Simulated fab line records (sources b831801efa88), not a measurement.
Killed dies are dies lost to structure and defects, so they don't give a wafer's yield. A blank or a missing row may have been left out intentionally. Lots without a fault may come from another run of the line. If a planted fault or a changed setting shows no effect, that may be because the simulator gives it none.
Which tool is to blame? -- flow gf180mcu -- 12 lots, 36 wafers sampled, at 5 steps of a route of 602

WHAT EACH GAUGE READ, for each wafer
GF_HV_LDD_CD_MEAS_19 targets a cd of 400 nm. Usual: cd_nm 399.5 nm, standard deviation 2.
lot,measured,on,cd_nm (nm),flag
L648,day 11 07:28,cd_sem-02,396.2 398.1 397.7,
L651,day 12 03:47,cd_sem-02,398.5 401.0 398.2,
L652,day 12 06:07,cd_sem-02,399.2 399.3 399.5,
L653,day 12 15:43,cd_sem-01,399.8 400.2 399.6,
L654,day 12 22:22,cd_sem-02,399.1 399.8 397.0,
L658,day 14 08:02,cd_sem-02,397.4 396.7 397.8,
L659,day 14 16:52,cd_sem-02,402.2 400.9 401.2,
L662,day 15 11:09,cd_sem-02,401.8 403.1 402.6,
L666,day 16 23:32,cd_sem-02,398.3 400.4 396.2,
L667,day 17 03:28,cd_sem-01,402.9 402.4 405.3,
L668,day 17 11:19,cd_sem-01,399.9 398.8 399.0,
L669,day 17 19:17,cd_sem-02,395.2 396.9 397.3,

GF_PSD_RS_MEAS_14: measures by four-point-probe. Usual: NSD_RS typically reads 46.08 ohm/sq, with standard deviation 0.081.
lot,measured,on,NSD_RS (ohm/sq),flag
L648,day 14 19:59,film_metro-04,46.15 46.14 46.06,
L651,day 15 19:08,film_metro-03,46.15 46.05 46.04,
L652,day 15 21:07,film_metro-04,46.08 46.05 45.99,
L653,day 16 08:43,film_metro-03,46.19 46.25 46.09,
L654,day 16 15:11,film_metro-03,46.15 46.23 46.11,
L658,day 18 06:13,film_metro-04,47.41 47.42 47.44,OFF
L659,day 18 15:35,film_metro-03,47.49 47.52 47.48,OFF
L662,day 19 13:26,film_metro-03,46.10 45.98 45.95,
L666,day 21 05:16,film_metro-02,46.11 46.08 46.02,
L667,day 21 07:32,film_metro-03,46.12 46.16 46.25,
L668,day 21 16:47,film_metro-02,46.01 46.17 46.18,
L669,day 22 00:59,film_metro-03,46.21 46.25 46.18,

GF_PSD_RS_MEAS_15: measures by four-point-probe. Usual: PSD_RS typically reads 108.45 ohm/sq, with standard deviation 0.25.
lot,measured,on,PSD_RS (ohm/sq),flag
L648,day 14 20:07,film_metro-04,108.82 108.69 108.53,
L651,day 15 19:16,film_metro-03,108.70 108.38 108.42,
L652,day 15 21:14,film_metro-04,108.29 108.70 108.30,
L653,day 16 08:50,film_metro-03,108.57 108.79 108.54,
L654,day 16 15:19,film_metro-03,108.41 108.47 108.38,
L658,day 18 06:20,film_metro-04,112.18 112.31 112.36,OFF
L659,day 18 15:43,film_metro-03,111.95 112.36 112.01,OFF
L662,day 19 13:34,film_metro-03,108.93 109.00 108.83,
L666,day 21 05:23,film_metro-02,108.27 108.36 108.18,
L667,day 21 07:40,film_metro-03,108.52 108.74 108.62,
L668,day 21 16:55,film_metro-02,108.18 108.73 108.30,
L669,day 22 01:06,film_metro-03,108.74 108.40 108.80,

GF_M1_RS_MEAS_05: measures by four-point-probe. Usual: M1_ALCU_RS typically reads 0.0694 ohm/sq, with standard deviation 0.0006.
lot,measured,on,M1_ALCU_RS (ohm/sq),flag
L648,day 16 18:37,film_metro-04,0.0704 0.0707 0.0706,
L651,day 17 19:29,film_metro-04,0.0688 0.0681 0.0681,
L652,day 17 21:23,film_metro-02,0.0690 0.0690 0.0686,
L653,day 18 10:20,film_metro-02,0.0692 0.0691 0.0692,
L654,day 18 17:10,film_metro-04,0.0689 0.0692 0.0686,
L658,day 20 10:51,film_metro-03,0.0694 0.0697 0.0696,
L659,day 20 20:05,film_metro-04,0.0692 0.0697 0.0697,
L662,day 21 16:53,film_metro-03,0.0697 0.0692 0.0693,
L666,day 23 07:27,film_metro-04,0.0697 0.0695 0.0701,
L667,day 23 09:59,film_metro-03,0.0690 0.0693 0.0693,
L668,day 23 18:32,film_metro-03,0.0698 0.0700 0.0695,
L669,day 24 01:52,film_metro-03,0.0692 0.0687 0.0685,

WHAT TOOL EACH LOT RAN ON (gives the tool, then ch and the chambers of the sampled wafers, and finally the start)
lot,GF_PSD_RTA_13
L648,"rtp_anneal-01 ch 0, day 14 19:55"
L651,"rtp_anneal-01 ch 0, day 15 19:04"
L652,"rtp_anneal-02 ch 0, day 15 21:01"
L653,"rtp_anneal-01 ch 0, day 16 08:38"
L654,"rtp_anneal-02 ch 0, day 16 15:06"
L658,"rtp_anneal-01 ch 0, day 18 06:02"
L659,"rtp_anneal-01 ch 0, day 18 15:26"
L662,"rtp_anneal-02 ch 0, day 19 13:21"
L666,"rtp_anneal-01 ch 0, day 21 05:10"
L667,"rtp_anneal-02 ch 0, day 21 07:28"
L668,"rtp_anneal-02 ch 0, day 21 16:43"
L669,"rtp_anneal-02 ch 0, day 22 00:53"
- GF_PSD_RTA_13: time 20 s.

AS READ BY THE TOOLS THEMSELVES (means over the sampled wafers that have a number; for cases with no such wafer, the mark the record gives instead)
GF_PSD_RTA_13. Usual: lamp_power_pct 29 %, standard deviation 3.9; run_length_s 48.9 s, standard deviation 0.72; wafer_temp_C_max 1030.4, standard deviation 1.3.
lot,tool,lamp_power_pct (%),run_length_s (s),wafer_temp_C_max,flag
L648,rtp_anneal-01,26,48.5,1030.1,
L651,rtp_anneal-01,26,48.5,1030.9,
L652,rtp_anneal-02,33,48.8,1031.1,
L653,rtp_anneal-01,26,48.3,1029.6,
L654,rtp_anneal-02,33,48.9,1031.6,
L658,rtp_anneal-01,26,45.4,1028.8,OFF
L659,rtp_anneal-01,26,45.4,1029.1,OFF
L662,rtp_anneal-02,33,48.7,1030.3,
L666,rtp_anneal-01,26,48.6,1029.1,
L667,rtp_anneal-02,34,48.7,1030.9,
L668,rtp_anneal-02,34,48.9,1031.3,
L669,rtp_anneal-02,33,48.9,1031.8,

THE ANSWER, worked out from the rows above alone
Rule: lot off if the mean of its wafers having a number is beyond 3 standard deviations from the usual mean. A lot without any number at a reading at which 4 lots or more have one is off too. The other lots that the step has rows for count as sound. Order of review: gauges by route order, followed by the tools' own readings, for which a lot's mean as printed above is used. The first step at which some lot is off is used, and at that step the reading that is off furthest; a lot without a number counts as furthest.
Off: at GF_PSD_RS_MEAS_14 (NSD_RS), L658, L659.
A tool fits if, at a process step before that reading, it ran every lot that is off, and no sound lot after the first of them. Not tried: the gauges at GF_PSD_RS_MEAS_14; whatever is off there is also off at GF_PSD_RTA_13, on other tools, and gauge error can't account for it. Not one of the candidates tried fits.

WHAT THE SIMULATOR HAD PUT IN
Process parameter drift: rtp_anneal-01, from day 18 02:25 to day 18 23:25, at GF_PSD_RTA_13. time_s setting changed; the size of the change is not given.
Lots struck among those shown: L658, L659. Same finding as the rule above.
